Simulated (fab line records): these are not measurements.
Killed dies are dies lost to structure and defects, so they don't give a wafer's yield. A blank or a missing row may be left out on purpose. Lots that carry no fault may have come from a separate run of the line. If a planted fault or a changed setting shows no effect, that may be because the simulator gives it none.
2 desks looking at one fault | flow gf180mcu | numbers are kept per desk, each desk with only its own; the story behind them comes last

AT THE TOOL OWNER'S DESK: rie_si-01
The tool's own readings at GF_POLY_GATE_ETCH_13 (etches poly-Si in HBr/Cl2, stops on SiO2, target depth 198.5 nm, time 69.6 s): means of the sampled wafers that have a number, for each lot that ran on this tool. A lot is out of limits, marked OUT, if its mean lies more than 4 standard deviations from the usual mean; the brackets give that distance.
Columns: A = HBr_flow_sccm at GF_POLY_GATE_ETCH_13, usual 150.0 sccm; B = bias_w at GF_POLY_GATE_ETCH_13, usual 100.0 W; C = drypump_motor_current_A at GF_POLY_GATE_ETCH_13, usual 5.7 A; D = oes_product_au at GF_POLY_GATE_ETCH_13, usual 0.989 a.u.; E = throttle_valve_pct at GF_POLY_GATE_ETCH_13, usual 33.684 %
lot  | first seen here | A     | B              | C   | D     | E
L867 | day 12 00:59    | 149.8 | 100.2          | 6.1 | 0.983 | 33.686
L871 | day 12 19:14    | 150.1 | 92.8 (-24) OUT | 6.1 | 0.989 | 33.691
L880 | day 15 21:14    | 150.0 | 99.7           | 5.9 | 0.987 | 33.691
L881 | day 16 08:11    | 149.9 | 100.1          | 5.5 | 0.989 | 33.689
This desk finds L871 out of limits, L871 being first, at day 12 19:14 (bias_w at GF_POLY_GATE_ETCH_13). Within limits: L867, L880, L881.

METROLOGY DESK
Lot by lot, what the gauges showed, no matter which tool ran the lot: averages of those sampled wafers that carry a number. A lot is out of limits, marked OUT, if its mean lies more than 4 standard deviations from the usual mean; the brackets give that distance.
Columns: A = POLY_GATE_CVD_00_THK at GF_POLY_GATE_THK_MEAS_01, usual 200.2 nm; B = cd_nm at GF_POLY_GATE_CD_MEAS_10, usual 279.8 nm; C = POLY_GATE_OVL at GF_POLY_GATE_OVL_MEAS_11, usual 0 nm
lot  | first seen here | A     | B     | C
L867 | day 11 05:51    | 198.0 | 279.7 | -1
L871 | day 12 00:43    | 202.1 | 279.4 | 7
L872 | day 12 15:31    | 201.5 | 278.9 | -2
L880 | day 15 00:32    | 198.8 | 279.9 | -5
L881 | day 15 11:07    | 201.1 | 278.2 | -1
This desk found nothing out of limits on any of the 5 lots.

ALL TOGETHER
The tool owner's desk had the chance to raise an alarm at day 12 19:14 on L871.
The metrology desk saw nothing out of limits.
The metrology desk holds a record of L871, inside its limits.
The lots listed all ran GF_POLY_GATE_ETCH_13 on rie_si-01.

WHAT THE SIMULATOR HAD INSERTED
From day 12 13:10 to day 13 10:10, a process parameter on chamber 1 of rie_si-01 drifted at GF_POLY_GATE_ETCH_13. Setting bias_w, moved by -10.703, from 100. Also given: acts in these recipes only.
Shown lots that were struck: L871.
Hours from the fault's start to each desk's first reading out of limits: the tool owner's desk, 6.
